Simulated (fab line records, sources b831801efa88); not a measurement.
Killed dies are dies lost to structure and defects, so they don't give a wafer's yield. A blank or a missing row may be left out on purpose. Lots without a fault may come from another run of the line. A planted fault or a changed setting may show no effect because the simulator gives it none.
fab line records | flow sky130
record lots=6 wafers=18 last_day=50
route steps=708 shown GATE_OXIDE@197 POLY_GATE@204 RES_PROTECT@206 PAD_OPEN@708
lots that met no fault: from a run of the same line without faults
start_h: hours from the record's first day to the start of the lot's first wafer shown | wait_h: hours since the lot's step before | " the same as in the row above | L1.1+2: a row that stands for several wafers | - no value, or no start given | * or withheld: withheld | < > ~ a bound
route shown NAME@n: a module of which the file shows steps, and the number in the route of the first | usual: mean/standard deviation of fault-free wafers | same: alike in all rows | chamber/n: place in a boat | sites: the reading at each site | _std_site: their standard deviation | _edge_site: outer sites' mean less inner sites' | radius_mm: how far each site lies from the wafer's centre | mask NAME#n: copy n | behind: the tool/chamber that last shaped the wafer | hold: why the lot was held/for how many hours/how that ended | device: the transistor (n, p or np) that didn't switch | end of line: the same wafers' tests at the end of the route | a step without rows: its recipe alone | killed: dies lost to structure and defects at the first sort, not the wafer's yield | map: a wafer's dies, x killed, . not, _ none there
set.NAME: the setting as run; set.NAME@STEP: as run at that earlier step | model.NAME: the simulator's own value behind a step, which no gauge read
lots at some steps of the route; a table a step, a row a wafer
services: from which hour (start_h, from the record's first day; less than 0 if before it) a tool's chamber was out of use, for how many hours, and why
## steps
# step SKY_GATE_OXIDE_OVL_MEAS_10
# usual GATE_OXIDE_OVL=-0.5/1.2
# columns lot.wafer tool chamber start_h wait_h GATE_OXIDE_OVL[nm]
L254.1 overlay-01 - 301.52 0.1 2.4
L254.4 " - " " 3.3
L254.5 " - " " -0.6
L262.4 overlay-02 - 372.30 0.1 -0.8
L262.5 " - " " -2.0
L262.6 " - " " -3.2
L265.1 overlay-02 - 404.35 0.1 0.2
L265.2 " - " " 0.2
L265.6 " - " " -1.3
L273.2 overlay-01 - 469.79 0.1 -2.3
L273.4 " - " " -0.4
L273.6 " - " " 0.7
L276.1 overlay-01 - 494.31 0.1 -1.2
L276.4 " - " " -2.0
L276.6 " - " " -1.3
L277.1 overlay-01 - 503.43 0.1 -0.2
L277.5 " - " " -0.2
L277.6 " - " " -1.0
# step SKY_GATE_OXIDE_IMPLANT_11
# recipe species=B energy_kev=10 dose_cm2=2.6e+12 tilt_deg=withheld
# step SKY_GATE_OXIDE_WET_ETCH_12
# recipe chemistry=dHF target_depth_nm=16.8 dry=n2_spin target=SiO2 dilution=100:1 temp_c=25 time_s=336
# step SKY_GATE_OXIDE_STRIP_13
# recipe chemistry=O2/N2 power_w=1400 pressure_mtorr=1500 platen_temp_c=withheld o2_flow_sccm=3000 n2_flow_sccm=300 overash_fraction=0.5
# usual drypump_motor_current_A=5.4/0.41 oes_product_au=0.715/0.0045 strip_time_to_endpoint_s=14.21/0.038
# columns lot.wafer tool chamber start_h wait_h drypump_motor_current_A oes_product_au rf_hours_counter_h strip_time_to_endpoint_s
L254.1 plasma_asher-01 0 301.80 0.0 6.1 0.716 56 14.24
L254.4 " 0 " " 6.1 0.712 - 14.21
L254.5 " 1 " " 5.4 0.717 - 14.28
L262.4 plasma_asher-01 1 372.61 0.0 5.4 0.710 - 14.23
L262.5 " 1 " " 5.4 0.715 - 14.18
L262.6 " 0 " " 6.1 0.716 - 14.21
L265.1 plasma_asher-03 1 404.64 0.0 5.8 0.720 60 14.26
L265.2 " 0 " " 5.0 0.715 60 14.25
L265.6 " 0 " " 5.0 0.714 - 14.26
L273.2 plasma_asher-01 1 470.08 0.0 5.4 0.714 74 14.26
L273.4 " 1 " " 5.4 0.716 - 14.22
L273.6 " 1 " " 5.4 0.716 - 14.26
L276.1 plasma_asher-04 1 494.61 0.0 5.1 0.717 35 14.21
L276.4 " 0 " " 5.1 0.715 - 14.18
L276.6 " 1 " " 5.1 0.710 - 14.23
L277.1 plasma_asher-01 1 503.72 0.0 5.4 0.712 77 14.20
L277.5 " 1 " " 5.4 0.716 - 14.15
L277.6 " 0 " " 6.1 0.720 - 14.20
# step SKY_GATE_OXIDE_TW_MEAS_14
# usual GATE_OXIDE_TW=225.2/1.6
# columns lot.wafer tool chamber start_h wait_h GATE_OXIDE_TW
L254.1 film_metro-02 - 301.90 0.1 227.1
L254.4 " - " " 226.3
L254.5 " - " " 227.6
L262.4 film_metro-03 - 372.70 0.1 225.1
L262.5 " - " " 225.6
L262.6 " - " " 223.9
L265.1 film_metro-03 - 404.74 0.1 224.9
L265.2 " - " " 223.4
L265.6 " - " " 222.9
L273.2 film_metro-03 - 470.19 0.1 223.0
L273.4 " - " " 221.9
L273.6 " - " " 223.0
L276.1 film_metro-03 - 494.71 0.1 224.7
L276.4 " - " " 224.3
L276.6 " - " " 224.2
L277.1 film_metro-02 - 503.82 0.1 225.2
L277.5 " - " " 227.1
L277.6 " - " " 226.4
# step SKY_GATE_OXIDE_CLEAN_15
# recipe chemistry=SC1/SC2 mix=1:4:20 temp_c=70 time_s=150 dry=n2_spin
# step SKY_GATE_OXIDE_OXIDATION_16
# recipe temp_c=800 ambient=O2 idle_temp_c=700 ramp_up_c_per_min=10 ramp_down_c_per_min=3 stabilise_s=600 purge_s=300 target_thk_a=35.7 ox_time_s=1915
# step SKY_POLY_GATE_CVD_00
# recipe material=poly-Si target_thk_nm=180 temp_c=620 time_s=720 pressure_mtorr=200
# step SKY_POLY_GATE_THK_MEAS_01
# recipe reads=poly-Si_of_POLY_GATE_CVD_00
# usual POLY_GATE_CVD_00_THK=180.1/1.4
# columns lot.wafer tool chamber start_h wait_h POLY_GATE_CVD_00_THK[nm]
L254.1 film_metro-04 - 305.79 0.0 180.4
L254.4 " - " " 179.2
L254.5 " - " " 178.8
L262.4 film_metro-04 - 377.27 0.0 180.7
L262.5 " - " " 180.0
L262.6 " - " " 180.6
L265.1 film_metro-02 - 409.03 0.0 182.0
L265.2 " - " " 182.3
L265.6 " - " " 182.4
L273.2 film_metro-01 - 473.03 0.0 181.5
L273.4 " - " " 181.8
L273.6 " - " " 181.2
L276.1 film_metro-02 - 497.55 0.0 180.5
L276.4 " - " " 180.0
L276.6 " - " " 182.3
L277.1 film_metro-01 - 508.79 0.0 179.9
L277.5 " - " " 179.8
L277.6 " - " " 181.7
# step SKY_RES_PROTECT_DEHYDRATE_00
# recipe temp_c=200 time_s=60
# step SKY_RES_PROTECT_HMDS_01
# recipe prime_time_s=60 prime_temp_c=120
# step SKY_RES_PROTECT_COAT_02
# recipe resist=NOVOLAK spin_rpm=3000 resist_thk_nm=1140
# step SKY_RES_PROTECT_SOFTBAKE_03
# recipe temp_c=90 time_s=60 resist=NOVOLAK
# usual chill_plate_temp_C=23.00/0.1 heater_power_total_W=56.60/0.044 resist_line_temp_C=23.00/0.1 run_length_s=89.16/0.13
# columns lot.wafer tool chamber start_h wait_h chill_plate_temp_C heater_power_total_W resist_line_temp_C run_length_s
L254.1 litho_track-02 0 318.50 0.1 22.97 56.61 23.05 89.20
L254.4 " 0 " " 23.00 56.60 23.11 89.07
L254.5 " 0 " " 23.10 56.60 23.01 89.14
L262.4 litho_track-02 0 391.67 0.1 22.90 58.29 22.97 83.74
L262.5 " 0 " " 23.11 58.31 22.88 83.51
L262.6 " 0 " " 22.89 58.30 22.84 83.82
L265.1 litho_track-02 0 424.15 0.1 22.99 58.39 23.09 83.48
L265.2 " 0 " " 23.05 58.33 23.01 83.97
L265.6 " 0 " " 22.98 58.35 23.02 83.63
L273.2 litho_track-03 0 488.40 0.1 23.00 56.60 23.00 89.26
L273.4 " 0 " " 23.07 56.67 23.10 88.98
L273.6 " 0 " " 23.13 56.63 23.00 89.10
L276.1 litho_track-02 0 513.25 0.1 23.12 56.58 22.99 89.09
L276.4 " 0 " " 22.94 56.55 23.01 89.07
L276.6 " 0 " " 22.99 56.54 22.89 89.04
L277.1 litho_track-01 0 523.06 0.1 23.04 56.57 23.04 89.16
L277.5 " 0 " " 23.12 56.65 22.89 89.48
L277.6 " 0 " " 23.05 56.65 23.00 89.37
# step SKY_RES_PROTECT_EXPOSE_04
# recipe mask_id=RPM na=0.6 source_shape=conventional sigma_outer=0.6 polarization=unpolarized target_cd_nm=1270 dose_mj=131
# step SKY_PAD_OPEN_PROBE_99
# usual killed_at_M0_to_M3=43/7.4 killed_at_M4_up=3.1/1.9 killed_at_contacts=25/5.4 killed_at_front_end=15/4.3 killed_at_other=0.3/0.54 killed_dies=86/10 killed_open=46/7.4 killed_short=40/7
# same gross_dies=492 killed_at_back_side=0
# columns lot.wafer tool chamber start_h wait_h killed_at_M0_to_M3 killed_at_M4_up killed_at_contacts killed_at_front_end killed_at_other killed_dies killed_open killed_short
L254.1 prober-01 - 1071.45 0.1 49 5 30 17 1 102 51 49
L254.4 prober-01 - 1071.60 0.2 43 4 26 15 0 88 41 46
L254.5 prober-01 - 1071.65 0.2 48 4 17 13 0 82 34 48
L262.4 prober-01 - 1121.57 0.2 37 3 30 13 0 83 43 40
L262.5 prober-01 - 1121.62 0.2 31 5 23 16 0 75 34 40
L262.6 prober-01 - 1121.67 0.2 49 2 24 17 0 92 50 42
L265.1 prober-02 - 1148.13 0.1 33 4 27 14 0 78 42 36
L265.2 prober-02 - 1148.18 0.1 35 1 27 14 1 78 42 36
L265.6 prober-02 - 1148.38 0.2 43 3 26 19 0 91 48 42
L273.2 prober-02 - 1189.75 0.1 43 1 29 14 1 88 56 31
L273.4 prober-02 - 1189.85 0.2 37 2 18 18 1 76 43 32
L273.6 prober-02 - 1189.95 0.2 45 4 35 14 0 98 47 51
L276.1 prober-01 - 1197.40 0.1 35 2 21 15 2 75 38 37
L276.4 prober-01 - 1197.55 0.2 42 4 27 19 1 93 54 36
L276.6 prober-01 - 1197.65 0.2 38 4 30 17 0 89 51 36
L277.1 prober-02 - 1204.04 0.1 37 5 24 19 1 86 49 37
L277.5 prober-02 - 1204.24 0.2 42 3 14 11 0 70 42 28
L277.6 prober-02 - 1204.29 0.2 37 0 22 8 1 68 37 31
# killed by level:class
L254.1 VIA1:geometric_particle:open=12 LI_CONTACT:geometric_particle:open=8 CONTACT:geometric_particle:open=8 METAL2:geometric_particle:short=7 METAL1:geometric_particle:short=7 CONTACT:geometric_particle:short=6 VIA3:geometric_particle:open=6 VIA1:geometric_particle:short=5
L254.4 CONTACT:geometric_particle:open=11 VIA1:geometric_particle:short=7 VIA1:geometric_particle:open=7 METAL2:geometric_particle:short=7 LI_CONTACT:geometric_particle:open=6 LI_CONTACT:geometric_particle:short=5 VIA2:geometric_particle:open=5 METAL4:geometric_particle:short=4
L254.5 METAL2:geometric_particle:short=9 VIA1:geometric_particle:open=9 CONTACT:geometric_particle:short=6 CONTACT:geometric_particle:open=5 METAL1:geometric_particle:short=5 VIA1:geometric_particle:short=5 METAL3:geometric_particle:short=5 VIA3:geometric_particle:open=5
L262.4 CONTACT:geometric_particle:open=10 VIA1:geometric_particle:open=8 LI_CONTACT:geometric_particle:open=7 VIA1:geometric_particle:short=6 FIELD_ISO:geometric_particle:short=5 FIELD_ISO:geometric_particle:open=5 LOCAL_INTERCONNECT:geometric_particle:short=5 CONTACT:geometric_particle:short=5
L262.5 VIA1:geometric_particle:open=8 LI_CONTACT:geometric_particle:open=7 FIELD_ISO:geometric_particle:short=6 CONTACT:geometric_particle:open=6 METAL1:geometric_particle:short=5 METAL4:geometric_particle:short=5 VIA1:geometric_particle:short=4 LOCAL_INTERCONNECT:geometric_particle:short=4
L262.6 VIA2:geometric_particle:open=10 FIELD_ISO:geometric_particle:short=7 LI_CONTACT:geometric_particle:open=7 CONTACT:geometric_particle:open=7 METAL1:geometric_particle:short=7 VIA1:geometric_particle:short=6 VIA1:geometric_particle:open=6 VIA3:geometric_particle:open=6
L265.1 CONTACT:geometric_particle:open=10 LI_CONTACT:geometric_particle:open=9 VIA2:geometric_particle:open=7 POLY_GATE:geometric_particle:open=5 CONTACT:geometric_particle:short=5 VIA1:geometric_particle:open=4 VIA1:geometric_particle:short=4 METAL2:geometric_particle:short=4
L265.2 LI_CONTACT:geometric_particle:open=9 LOCAL_INTERCONNECT:geometric_particle:short=7 METAL1:geometric_particle:short=7 CONTACT:geometric_particle:open=6 VIA3:geometric_particle:open=6 VIA1:geometric_particle:short=5 VIA2:geometric_particle:open=5 FIELD_ISO:geometric_particle:open=4
L265.6 VIA2:geometric_particle:open=10 VIA1:geometric_particle:open=9 LI_CONTACT:geometric_particle:open=8 VIA3:geometric_particle:open=6 LI_CONTACT:geometric_particle:short=5 LOCAL_INTERCONNECT:geometric_particle:short=5 VIA1:geometric_particle:short=5 FIELD_ISO:geometric_particle:short=4
L273.2 VIA1:geometric_particle:open=16 CONTACT:geometric_particle:open=10 VIA2:geometric_particle:open=9 LI_CONTACT:geometric_particle:open=7 VIA3:geometric_particle:open=6 FIELD_ISO:geometric_particle:short=4 LI_CONTACT:geometric_particle:short=4 LOCAL_INTERCONNECT:geometric_particle:short=4
L273.4 VIA1:geometric_particle:open=12 VIA2:geometric_particle:open=7 VIA3:geometric_particle:open=6 FIELD_ISO:geometric_particle:short=5 LOCAL_INTERCONNECT:geometric_particle:short=4 CONTACT:geometric_particle:short=4 CONTACT:geometric_particle:open=4 POLY_GATE:geometric_particle:short=3
L273.6 LOCAL_INTERCONNECT:geometric_particle:short=9 CONTACT:geometric_particle:open=9 VIA3:geometric_particle:open=9 LI_CONTACT:geometric_particle:open=8 METAL2:geometric_particle:short=7 VIA1:geometric_particle:open=6 CONTACT:geometric_particle:short=6 METAL1:geometric_particle:short=6
L276.1 CONTACT:geometric_particle:open=9 VIA1:geometric_particle:open=9 METAL1:geometric_particle:short=8 FIELD_ISO:geometric_particle:open=5 CONTACT:geometric_particle:short=5 VIA2:geometric_particle:open=5 FIELD_ISO:geometric_particle:short=4 METAL2:geometric_particle:short=4
L276.4 VIA1:geometric_particle:open=12 CONTACT:geometric_particle:open=11 LI_CONTACT:geometric_particle:open=8 METAL2:geometric_particle:short=8 FIELD_ISO:geometric_particle:short=6 VIA3:geometric_particle:open=5 METAL1:geometric_particle:short=4 POLY_GATE:geometric_particle:short=3
L276.6 CONTACT:geometric_particle:open=15 LI_CONTACT:geometric_particle:open=8 VIA1:geometric_particle:open=8 METAL1:geometric_particle:short=5 POLY_GATE:geometric_particle:open=5 VIA2:geometric_particle:open=5 FIELD_ISO:geometric_particle:short=4 METAL2:geometric_particle:short=4
L277.1 VIA1:geometric_particle:open=15 CONTACT:geometric_particle:short=7 CONTACT:geometric_particle:open=7 POLY_GATE:geometric_particle:open=5 VIA1:geometric_particle:short=5 SPACER:geometric_particle:short=4 VIA3:geometric_particle:open=4 FIELD_ISO:geometric_particle:short=3
L277.5 VIA1:geometric_particle:open=13 FIELD_ISO:geometric_particle:short=5 VIA2:geometric_particle:open=5 FIELD_ISO:geometric_particle:open=4 LI_CONTACT:geometric_particle:open=4 CONTACT:geometric_particle:open=4 VIA1:geometric_particle:short=4 METAL2:geometric_particle:open=4
L277.6 VIA1:geometric_particle:open=9 CONTACT:geometric_particle:open=8 METAL1:geometric_particle:short=6 LI_CONTACT:geometric_particle:open=5 METAL3:geometric_particle:short=5 LOCAL_INTERCONNECT:geometric_particle:short=4 METAL2:geometric_particle:short=4 VIA3:geometric_particle:open=3
## services
# columns tool chamber start_h hours kind
plasma_asher-04 - 277.87 0.9 repair
plasma_asher-04 - 278.74 14.6 pm
plasma_asher-01 - 283.13 2.8 pm
plasma_asher-04 - 328.04 3.7 repair
plasma_asher-04 - 378.68 2.8 pm
plasma_asher-03 - 501.87 4.3 repair
## key
first_sign step=SKY_RES_PROTECT_SOFTBAKE_03 reading=run_length_s direction=down sigmas=41 usual=* struck=*
effect step=SKY_RES_PROTECT_SOFTBAKE_03 reading=heater_power_total_W direction=up sigmas=39 usual=* struck=*
met_at SKY_RES_PROTECT_SOFTBAKE_03
struck_wafers L262.4,L262.5,L262.6,L265.1,L265.2,L265.6
tester_left_out L262,L265
onset_between 318.50 391.67
fault kind=process_parameter_drift tool=litho_track-02 chamber=- onset_h=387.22 steps=SKY_RES_PROTECT_SOFTBAKE_03 channel=time_s offset=* shape=step end_h=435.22 acts_in=* stated=*
# tester_left_out: of these lots the tester's yield and bins aren't shown, on N5 and GAA mostly nor the transistor test; their killed dies are dies lost to structure and defects alone, not to doping, threshold or leakage, so they don't give the yield
